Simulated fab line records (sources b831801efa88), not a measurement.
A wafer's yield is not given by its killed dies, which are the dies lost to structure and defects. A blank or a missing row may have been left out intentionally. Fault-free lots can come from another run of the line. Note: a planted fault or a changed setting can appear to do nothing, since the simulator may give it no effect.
fab line records	flow sfq_line
record lots=6	wafers=16	last_day=82
route steps=325 shown M5@208 A5B@209 R5@212 I5@228 C5@240 M8@325
lots that met no fault: from a run of the same line without faults
start_h: start of the lot's first displayed wafer, in hours after the record's first day	wait_h: time in hours since the lot's previous step	" unchanged from the row above	L1.1+2: several wafers, shown together as one row	- no value, or no start given	* or withheld: withheld	< > ~ a bound
route shown NAME@n: names a module that has steps shown in the file, with the first one's number in the route	usual: average and standard deviation across the fault-free wafers	same: alike in all rows	chamber/n: place in a boat	sites: the reading at each site	_std_site: the standard deviation of these	_edge_site: mean of outer sites minus mean of inner sites	radius_mm: for every site, how far away it sits from the centre of the wafer	mask NAME#n: copy n	behind: the tool/chamber that last shaped the wafer	hold: reason for holding the lot/hours on hold/outcome of the hold	device: names the non-switching transistor (n, p or np)	end of line: the route-end tests of the same wafers	where a step has no rows: the recipe by itself	killed: at the first sort, the dies lost to defects and structure; wafer yield is something else	map: per-die view of a wafer (x killed, . not killed, _ where there is no die)
set.NAME: the setting as run; set.NAME@STEP: as run at that earlier step	model.NAME: the simulator's own value behind a step, which no gauge read
lots at some steps of the route; a table a step, a row a wafer
services: a tool's chamber out of use, with start hour (start_h, from the record's first day; less than 0 if before it), hours out, and reason
## steps
# step SFQ_TRILAYER_M5_STRIP_SOLV_CLEAN_128
# recipe chemistry=NMP	temp_c=70	time_s=600
# step SFQ_TRILAYER_A5B_DEP_PECVD_129
# recipe material=SiO2	temp_c=150	time_s=133.33	pressure_torr=2.4	rf_w=183.3	precursor=SiH4/N2O	target_thk_nm=600
# step SFQ_TRILAYER_A5B_CMP_CMP_130
# recipe stop_on=Nb	down_force_psi=3	platen_rpm=60	target_thk_nm=340.7
# step SFQ_TRILAYER_A5B_METRO_MEASURE_131
# step SFQ_TRILAYER_R5_DEP_SPUTTER_132
# recipe material=Ti	base_pressure_pa=1.33e-06	target_thk_nm=5	power_w=2000	time_s=5	chamber_pressure_pa=0.4
# step SFQ_TRILAYER_R5_DEP_SPUTTER_133
# recipe material=MoNx	base_pressure_pa=1.33e-06	target_thk_nm=40	power_w=1000	time_s=66.7	chamber_pressure_pa=0.4
# usual throttle_valve_pct=29.7/0.84
lot.wafer	tool	chamber	start_h	wait_h	throttle_valve_pct
L530.2	pvd_sputter-04	-	1379.11	0.0	28.6
L530.3	"	-	"	"	29.9
L530.6	"	-	"	"	29.1
L531.4	pvd_sputter-06	-	1382.87	0.0	29.0
L531.6	"	-	"	"	29.0
L533.2	pvd_sputter-04	-	1409.10	0.0	28.7
L533.4	"	-	"	"	29.2
L541.2	pvd_sputter-03	-	1504.47	0.0	29.1
L541.3	"	-	"	"	31.8
L541.4	"	-	"	"	30.4
L545.1	pvd_sputter-03	-	1535.67	0.0	31.9
L545.4	"	-	"	"	31.7
L545.6	"	-	"	"	30.4
L546.1	pvd_sputter-04	-	1541.92	0.0	30.4
L546.2	"	-	"	"	29.1
L546.3	"	-	"	"	29.7
# step SFQ_TRILAYER_R5_DEP_SPUTTER_134
# recipe material=Ti	base_pressure_pa=1.33e-06	target_thk_nm=5	power_w=2000	time_s=5	chamber_pressure_pa=0.4
# usual throttle_valve_pct=29.7/0.85
lot.wafer	tool	chamber	start_h	wait_h	throttle_valve_pct
L530.2	pvd_sputter-04	-	1379.17	0.0	29.0
L530.3	"	-	"	"	29.7
L530.6	"	-	"	"	28.9
L531.4	pvd_sputter-06	-	1382.93	0.0	29.4
L531.6	"	-	"	"	29.2
L533.2	pvd_sputter-04	-	1409.15	0.0	28.9
L533.4	"	-	"	"	29.1
L541.2	pvd_sputter-03	-	1504.52	0.0	29.1
L541.3	"	-	"	"	31.9
L541.4	"	-	"	"	30.4
L545.1	pvd_sputter-03	-	1535.72	0.0	32.0
L545.4	"	-	"	"	31.9
L545.6	"	-	"	"	30.4
L546.1	pvd_sputter-04	-	1541.97	0.0	30.2
L546.2	"	-	"	"	29.2
L546.3	"	-	"	"	30.1
# step SFQ_R5_RS_MEAS_933
# recipe thk_meas_gauge=four-point-probe	reads=Ti_of_TRILAYER_R5_DEP_SPUTTER_134+MoNx_of_TRILAYER_R5_DEP_SPUTTER_133+Ti_of_TRILAYER_R5_DEP_SPUTTER_132
# usual R5_MONX_RS=7.05/0.061
lot.wafer	tool	chamber	start_h	wait_h	R5_MONX_RS[ohm/sq]
L530.2	film_metro-02	-	1379.21	0.0	6.94
L530.3	"	-	"	"	6.97
L530.6	"	-	"	"	7.01
L531.4	film_metro-02	-	1383.00	0.1	7.18
L531.6	"	-	"	"	7.14
L533.2	film_metro-01	-	1409.19	0.0	6.94
L533.4	"	-	"	"	6.99
L541.2	film_metro-01	-	1504.56	0.0	7.07
L541.3	"	-	"	"	7.08
L541.4	"	-	"	"	7.09
L545.1	film_metro-02	-	1535.74	0.0	7.00
L545.4	"	-	"	"	7.03
L545.6	"	-	"	"	7.06
L546.1	film_metro-02	-	1541.99	0.0	6.94
L546.2	"	-	"	"	6.97
L546.3	"	-	"	"	6.95
# step SFQ_R5_THK_MEAS_934
# recipe thk_meas_gauge=xrf	reads=MoNx_of_TRILAYER_R5_DEP_SPUTTER_133
# usual R5_MONX_THK=39.4/0.42
lot.wafer	tool	chamber	start_h	wait_h	R5_MONX_THK[nm]
L530.2	film_metro-02	-	1379.32	0.1	40.1
L530.3	"	-	"	"	39.9
L530.6	"	-	"	"	39.6
L531.4	film_metro-02	-	1383.09	0.1	38.8
L531.6	"	-	"	"	39.1
L533.2	film_metro-01	-	1409.30	0.1	40.2
L533.4	"	-	"	"	40.4
L541.2	film_metro-01	-	1504.67	0.1	39.8
L541.3	"	-	"	"	39.8
L541.4	"	-	"	"	39.9
L545.1	film_metro-02	-	1535.86	0.1	39.7
L545.4	"	-	"	"	39.3
L545.6	"	-	"	"	39.3
L546.1	film_metro-02	-	1542.11	0.1	39.6
L546.2	"	-	"	"	39.4
L546.3	"	-	"	"	40.0
# step SFQ_TRILAYER_R5_LITHO_COAT_141
# recipe resist=BARC	spin_rpm=3000	resist_thk_nm=62
# step SFQ_TRILAYER_R5_LITHO_COAT_136
# recipe resist=KrF	spin_rpm=3000	resist_thk_nm=600
# step SFQ_TRILAYER_R5_LITHO_SOFTBAKE_140
# recipe temp_c=withheld	time_s=withheld	resist=KrF
# step SFQ_TRILAYER_R5_LITHO_EXPOSE_137
# recipe mask_id=R5	na=0.6	source_shape=conventional	sigma_outer=0.65	target_cd_nm=500	dose_mj=14.4
lot.wafer	tool	chamber	start_h	wait_h	mask
L530.2+3+6	krf_scanner-02	0	1381.07	-	R5#0
L531.4+6	krf_scanner-02	0	1386.27	-	R5#0
L533.2+4	krf_scanner-02	0	1410.30	-	R5#0
L541.2+3+4	krf_scanner-01	0	1615.12	-	R5#0
L545.1+4+6	krf_scanner-01	0	1643.72	-	R5#0
L546.1+2+3	krf_scanner-01	0	1653.32	-	R5#0
# step SFQ_TRILAYER_R5_LITHO_PEB_139
# recipe peb_temp_c=115	peb_time_s=60	resist=KrF
# step SFQ_TRILAYER_R5_LITHO_DEVELOP_138
# recipe time_s=60	resist=KrF
# step SFQ_R5_OVL_MEAS_935
# usual R5_OVL=0/4.6
lot.wafer	tool	chamber	start_h	wait_h	R5_OVL[nm]
L530.2	overlay-01	-	1382.38	0.1	3
L530.3	"	-	"	"	2
L530.6	"	-	"	"	2
L531.4	overlay-01	-	1387.19	0.1	-5
L531.6	"	-	"	"	-2
L533.2	overlay-02	-	1411.61	0.1	-5
L533.4	"	-	"	"	-1
L541.2	overlay-02	-	1616.43	0.1	7
L541.3	"	-	"	"	-2
L541.4	"	-	"	"	-1
L545.1	overlay-01	-	1645.22	0.1	-5
L545.4	"	-	"	"	-6
L545.6	"	-	"	"	-1
L546.1	overlay-01	-	1654.82	0.1	3
L546.2	"	-	"	"	0
L546.3	"	-	"	"	6
# step SFQ_TRILAYER_R5_BARC_OPEN_METAL_ETCH_177
# recipe mask_material=PR	chemistry=O2	target_depth_nm=125	target=BARC	icp_w=600	bias_w=80	pressure_mtorr=10	time_s=41.7
# usual drypump_motor_current_A=5.6/0.41	oes_product_au=0.685/0.0049	rf_fwd_power_W=593.7/2.2
lot.wafer	tool	chamber	start_h	wait_h	drypump_motor_current_A	oes_product_au	rf_fwd_power_W	rf_hours_counter_h	model.R5.cd_nm
L530.2	rie_metal-03	0	1382.41	0.0	5.9	0.687	593.5	38	500.9
L530.3	"	1	"	"	5.0	0.689	592.5	-	500.7
L530.6	"	1	"	"	5.0	0.692	592.3	-	500.9
L531.4	rie_metal-03	1	1387.23	0.0	5.0	0.677	591.3	-	482.6
L531.6	"	1	"	"	5.0	0.679	591.2	-	482.6
L533.2	rie_metal-03	1	1411.64	0.0	5.0	0.683	594.9	119	498.6
L533.4	"	0	"	"	6.0	0.688	595.7	-	483.4
L541.2	rie_metal-01	0	1616.46	0.0	5.3	0.680	595.3	102	500.3
L541.3	"	1	"	"	5.7	0.677	593.9	-	500.9
L541.4	"	0	"	"	5.3	0.680	593.7	-	502
L545.1	rie_metal-04	0	1645.26	0.0	6.2	0.683	592.7	51	500.5
L545.4	"	1	"	"	5.3	0.679	595.0	-	498.5
L545.6	"	1	"	"	5.3	0.686	595.5	-	500.6
L546.1	rie_metal-04	0	1654.86	0.0	6.2	0.691	591.3	53	498.3
L546.2	"	1	"	"	5.3	0.685	592.3	69	499.7
L546.3	"	0	"	"	6.2	0.678	593.3	-	499.1
# step SFQ_TRILAYER_R5_ETCH_METAL_ETCH_139
# recipe stop_on=SiO2	mask_material=PR	chemistry=Cl2	target_depth_nm=60	icp_w=600	bias_w=80	pressure_mtorr=10	time_s=40
# usual drypump_motor_current_A=5.6/0.41	oes_product_au=0.990/0.006	rf_fwd_power_W=593.6/2
lot.wafer	tool	chamber	start_h	wait_h	drypump_motor_current_A	oes_product_au	rf_fwd_power_W	rf_hours_counter_h	model.R5.cd_nm
L530.2	rie_metal-03	0	1382.47	0.0	6.0	0.986	592.5	38	500.7
L530.3	"	1	"	"	5.0	0.985	593.0	-	501
L530.6	"	1	"	"	5.0	0.985	591.3	-	500.9
L531.4	rie_metal-03	1	1387.29	0.0	5.0	0.985	590.0	-	482.6
L531.6	"	1	"	"	5.0	0.982	589.9	-	482.4
L533.2	rie_metal-03	1	1411.70	0.0	5.0	0.988	596.4	119	498.3
L533.4	"	0	"	"	6.0	0.988	592.2	-	483
L541.2	rie_metal-01	0	1616.52	0.0	5.3	0.991	592.6	102	500.3
L541.3	"	1	"	"	5.7	0.981	595.1	-	501.2
L541.4	"	0	"	"	5.3	1.002	595.7	-	502.2
L545.1	rie_metal-04	0	1645.32	0.0	6.2	0.995	591.2	51	500.5
L545.4	"	1	"	"	5.3	0.994	596.9	-	498.3
L545.6	"	1	"	"	5.3	0.986	595.2	-	500.6
L546.1	rie_metal-04	0	1654.92	0.0	6.2	0.993	589.9	53	498.3
L546.2	"	1	"	"	5.3	1.006	592.7	69	499.7
L546.3	"	0	"	"	6.2	0.992	592.7	-	498.8
# step SFQ_TRILAYER_R5_STRIP_STRIP_140
# recipe gas=O2	power_w=200	platen_temp_c=40	overash_fraction=0.65	chemistry=O2	pressure_mtorr=50
# step SFQ_TRILAYER_R5_STRIP_SOLV_CLEAN_141
# recipe chemistry=NMP	temp_c=70	time_s=600
# step SFQ_TRILAYER_A5C_DEP_PECVD_142
# recipe material=SiO2	temp_c=150	time_s=15.556	pressure_torr=2.4	rf_w=183.3	precursor=SiH4/N2O	target_thk_nm=70
# usual heater_power_w=76/13	rf_fwd_power_W=180.2/1	showerhead_vpp_V=830/32	throttle_valve_pct=24.5/1.5
lot.wafer	tool	chamber	start_h	wait_h	heater_power_w	rf_fwd_power_W	showerhead_vpp_V	throttle_valve_pct
L530.2	pecvd-04	0	1383.32	0.0	70	177.7	827	23.3
L530.3	"	2	"	"	72	179.4	816	23.3
L530.6	"	2	"	"	70	178.7	812	23.3
L531.4	pecvd-02	0	1388.11	0.0	69	180.6	894	24.4
L531.6	"	2	"	"	86	180.3	858	27.3
L533.2	pecvd-01	2	1412.53	0.0	60	181.3	800	26.1
L533.4	"	2	"	"	59	181.6	792	26.2
L541.2	pecvd-02	0	1617.35	0.0	82	180.9	885	24.4
L541.3	"	1	"	"	54	180.6	817	23.9
L541.4	"	2	"	"	81	180.5	847	27.0
L545.1	pecvd-04	0	1646.33	0.0	62	179.3	835	23.9
L545.4	"	0	"	"	64	179.5	837	23.9
L545.6	"	2	"	"	81	179.5	796	24.0
L546.1	pecvd-04	1	1655.75	0.0	72	180.8	834	22.4
L546.2	"	0	"	"	65	178.6	836	23.9
L546.3	"	2	"	"	85	180.0	818	23.7
# step SFQ_TRILAYER_I5_LITHO_COAT_149
# recipe resist=BARC	spin_rpm=3000	resist_thk_nm=62
# step SFQ_TRILAYER_I5_LITHO_COAT_144
# recipe resist=KrF	spin_rpm=3000	resist_thk_nm=650
# step SFQ_TRILAYER_I5_LITHO_SOFTBAKE_148
# recipe temp_c=withheld	time_s=withheld	resist=KrF
# step SFQ_TRILAYER_I5_LITHO_EXPOSE_145
# recipe mask_id=I5	na=0.6	source_shape=conventional	sigma_outer=0.65	target_cd_nm=700	dose_mj=21.3
# step SFQ_TRILAYER_I5_LITHO_PEB_147
# recipe peb_temp_c=115	peb_time_s=60	resist=KrF
# step SFQ_TRILAYER_I5_LITHO_DEVELOP_146
# recipe time_s=60	resist=KrF
# step SFQ_I5_OVL_MEAS_936
# usual I5_OVL=1/5.7
lot.wafer	tool	chamber	start_h	wait_h	I5_OVL[nm]
L530.2	overlay-01	-	1388.38	0.1	5
L530.3	"	-	"	"	-2
L530.6	"	-	"	"	1
L531.4	overlay-01	-	1391.99	0.1	8
L531.6	"	-	"	"	-1
L533.2	overlay-01	-	1415.64	0.1	-1
L533.4	"	-	"	"	-10
L541.2	overlay-02	-	1635.75	0.1	-4
L541.3	"	-	"	"	3
L541.4	"	-	"	"	-4
L545.1	overlay-02	-	1672.95	0.1	12
L545.4	"	-	"	"	6
L545.6	"	-	"	"	12
L546.1	overlay-02	-	1680.15	0.1	-2
L546.2	"	-	"	"	-8
L546.3	"	-	"	"	0
# step SFQ_TRILAYER_I5_BARC_OPEN_VIA_ETCH_200
# recipe mask_material=PR	chemistry=O2	target_depth_nm=125	target=BARC	source_w=500	bias_w=80	pressure_mtorr=30	time_s=41.7
# usual drypump_motor_current_A=5.7/0.34	oes_product_au=0.685/0.0043	rf_fwd_power_W=493.2/2.3
lot.wafer	tool	chamber	start_h	wait_h	drypump_motor_current_A	oes_product_au	rf_fwd_power_W	rf_hours_counter_h
L530.2	rie_diel-01	1	1388.41	0.0	5.8	0.695	495.2	2
L530.3	"	3	"	"	5.1	0.684	492.9	14
L530.6	"	2	"	"	5.7	0.682	495.1	-
L531.4	rie_diel-01	0	1392.01	0.0	5.8	0.679	489.1	4
L531.6	"	3	"	"	5.1	0.681	494.9	-
L533.2	rie_diel-02	0	1415.67	0.0	6.4	0.686	497.7	9
L533.4	"	0	"	"	6.3	0.679	496.0	-
L541.2	rie_diel-01	2	1635.78	0.0	5.6	0.685	493.8	12
L541.3	"	0	"	"	5.9	0.687	493.0	7
L541.4	"	1	"	"	5.8	0.684	496.6	5
L545.1	rie_diel-01	2	1672.98	0.0	5.7	0.684	494.9	13
L545.4	"	1	"	"	5.8	0.683	495.9	6
L545.6	"	3	"	"	5.1	0.691	493.1	-
L546.1	rie_diel-02	2	1680.18	0.0	5.6	0.692	491.6	5
L546.2	"	1	"	"	5.1	0.683	493.0	20
L546.3	"	3	"	"	5.3	0.687	495.3	10
# step SFQ_TRILAYER_I5_ETCH_VIA_ETCH_147
# recipe stop_on=Nb	mask_material=PR	chemistry=CHF3	target_depth_nm=360	source_w=500	bias_w=80	pressure_mtorr=30	time_s=withheld
# step SFQ_TRILAYER_I5_STRIP_STRIP_148
# recipe gas=O2	power_w=200	platen_temp_c=40	overash_fraction=0.65	chemistry=O2	pressure_mtorr=50
# step SFQ_TRILAYER_I5_STRIP_SOLV_CLEAN_149
# recipe chemistry=NMP	temp_c=70	time_s=600
# step SFQ_TRILAYER_C5_LITHO_COAT_156
# recipe resist=BARC	spin_rpm=3000	resist_thk_nm=62
# step SFQ_TRILAYER_C5_LITHO_COAT_151
# recipe resist=KrF	spin_rpm=3000	resist_thk_nm=650
# step SFQ_TRILAYER_C5_LITHO_SOFTBAKE_155
# recipe temp_c=withheld	time_s=withheld	resist=KrF
# step SFQ_TRILAYER_C5_LITHO_EXPOSE_152
# recipe mask_id=C5	na=0.6	source_shape=conventional	sigma_outer=0.65	target_cd_nm=500	dose_mj=21.3
# step SFQ_TRILAYER_C5_LITHO_PEB_154
# recipe peb_temp_c=115	peb_time_s=60	resist=KrF
# step SFQ_TRILAYER_C5_LITHO_DEVELOP_153
# recipe time_s=60	resist=KrF
# step SFQ_C5_OVL_MEAS_937
# usual C5_OVL=-2/5.1
lot.wafer	tool	chamber	start_h	wait_h	C5_OVL[nm]
L530.2	overlay-01	-	1393.18	0.1	-6
L530.3	"	-	"	"	0
L530.6	"	-	"	"	1
L531.4	overlay-01	-	1395.59	0.1	-2
L531.6	"	-	"	"	0
L533.2	overlay-01	-	1418.89	0.1	-10
L533.4	"	-	"	"	-1
L541.2	overlay-02	-	1659.75	0.1	-10
L541.3	"	-	"	"	-7
L541.4	"	-	"	"	-12
L545.1	overlay-02	-	1693.15	0.1	2
L545.4	"	-	"	"	2
L545.6	"	-	"	"	-4
L546.1	overlay-02	-	1700.35	0.1	0
L546.2	"	-	"	"	-3
L546.3	"	-	"	"	-3
# step SFQ_TRILAYER_C5_BARC_OPEN_VIA_ETCH_210
# recipe mask_material=PR	chemistry=O2	target_depth_nm=125	target=BARC	source_w=500	bias_w=80	pressure_mtorr=30	time_s=41.7
# usual drypump_motor_current_A=5.6/0.41	oes_product_au=0.686/0.004	rf_fwd_power_W=493.7/2
lot.wafer	tool	chamber	start_h	wait_h	drypump_motor_current_A	oes_product_au	rf_fwd_power_W	rf_hours_counter_h
L530.2	rie_diel-04	1	1393.21	0.0	4.8	0.679	497.6	19
L530.3	"	0	"	"	6.1	0.688	492.4	6
L530.6	"	0	"	"	6.1	0.684	492.0	-
L531.4	rie_diel-01	3	1395.61	0.0	5.2	0.686	495.3	14
L531.6	"	0	"	"	5.8	0.687	492.5	-
L533.2	rie_diel-01	0	1418.92	0.0	5.8	0.687	489.1	4
L533.4	"	2	"	"	5.6	0.678	492.3	9
L541.2	rie_diel-03	2	1659.78	0.0	5.4	0.690	492.6	13
L541.3	"	3	"	"	5.8	0.694	491.5	5
L541.4	"	1	"	"	5.6	0.690	496.0	14
L545.1	rie_diel-04	1	1693.18	0.0	4.8	0.688	495.5	3
L545.4	"	1	"	"	4.8	0.681	496.1	-
L545.6	"	1	"	"	4.8	0.685	495.0	-
L546.1	rie_diel-03	3	1700.38	0.0	5.7	0.688	494.0	5
L546.2	"	2	"	"	5.5	0.689	492.9	14
L546.3	"	1	"	"	5.5	0.685	494.8	14
# step SFQ_TRILAYER_C5_ETCH_VIA_ETCH_154
# recipe target=SiO2	mask_material=PR	chemistry=CHF3	target_depth_nm=84	source_w=500	bias_w=80	pressure_mtorr=30	time_s=withheld	stop_on=Nb
# step SFQ_TRILAYER_C5_STRIP_STRIP_155
# recipe gas=O2	power_w=200	platen_temp_c=40	overash_fraction=0.65	chemistry=O2	pressure_mtorr=50
# step SFQ_M8_BOW_MEAS_951
# recipe mode=bow
# usual M8_BOW=6/11
lot.wafer	tool	chamber	start_h	wait_h	M8_BOW[um]	model.etest.r5.ohm_um
L530.2	film_metro-01	-	1706.29	0.0	10	13.88
L530.3	"	-	"	"	4	13.94
L530.6	"	-	"	"	-4	14.04
L531.4	film_metro-01	-	1709.93	0.1	-3	14.85
L531.6	"	-	"	"	2	14.8
L533.2	film_metro-04	-	1715.89	0.0	-4	13.93
L533.4	"	-	"	"	-7	14.48
L541.2	film_metro-03	-	1906.91	0.0	20	14.08
L541.3	"	-	"	"	9	14.11
L541.4	"	-	"	"	26	14.06
L545.1	film_metro-03	-	1950.99	0.0	33	14.06
L545.4	"	-	"	"	20	14.2
L545.6	"	-	"	"	25	14.16
L546.1	film_metro-01	-	1967.62	0.0	-6	14.02
L546.2	"	-	"	"	14	14.02
L546.3	"	-	"	"	4	13.98
## services
tool	chamber	start_h	hours	kind
pecvd-04	-	1369.15	0.7	repair
pvd_sputter-03	-	1372.59	2.6	repair
pecvd-04	0	1385.47	1.8	repair
rie_metal-04	-	1393.39	1.0	repair
rie_diel-01	-	1404.55	4.3	pm
pvd_sputter-04	-	1428.72	2.2	repair
rie_metal-04	0	1458.27	24.1	repair
krf_scanner-01	-	1459.82	0.4	repair
rie_diel-01	-	1465.71	0.2	repair
pvd_sputter-03	-	1474.18	1.0	repair
krf_scanner-01	-	1485.64	1.3	pm
krf_scanner-01	-	1493.67	1.0	pm
pvd_sputter-04	-	1512.76	4.8	repair
krf_scanner-01	-	1521.07	0.8	pm
krf_scanner-01	-	1538.60	4.0	pm
rie_metal-04	0	1544.99	12.3	repair
krf_scanner-01	-	1570.42	3.6	repair
pvd_sputter-04	-	1576.43	3.3	repair
pecvd-04	0	1579.02	3.9	repair
rie_diel-01	1	1598.37	5.5	repair
rie_metal-04	-	1610.41	2.8	pm
rie_diel-01	2	1650.10	6.1	repair
rie_diel-01	3	1679.86	4.3	repair
rie_diel-01	-	1693.17	0.8	repair
## key
first_sign none at tools or gauges
model_effect step=SFQ_TRILAYER_R5_BARC_OPEN_METAL_ETCH_177	value=R5.cd_nm	without=500.1	struck=482.9
model_effect step=SFQ_TRILAYER_R5_ETCH_METAL_ETCH_139	value=R5.cd_nm	without=499.9	struck=482.7
model_effect step=SFQ_M8_BOW_MEAS_951	value=etest.r5.ohm_um	without=14.2	struck=14.71
met_at SFQ_TRILAYER_R5_LITHO_EXPOSE_137
struck_wafers L531.4,L531.6,L533.4
fault kind=process_parameter_drift	tool=krf_scanner-02	chamber=-	onset_h=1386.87	steps=SFQ_TRILAYER_R5_LITHO_EXPOSE_137	channel=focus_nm	offset=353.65	shape=step	end_h=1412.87	scope=struck_wafers_only
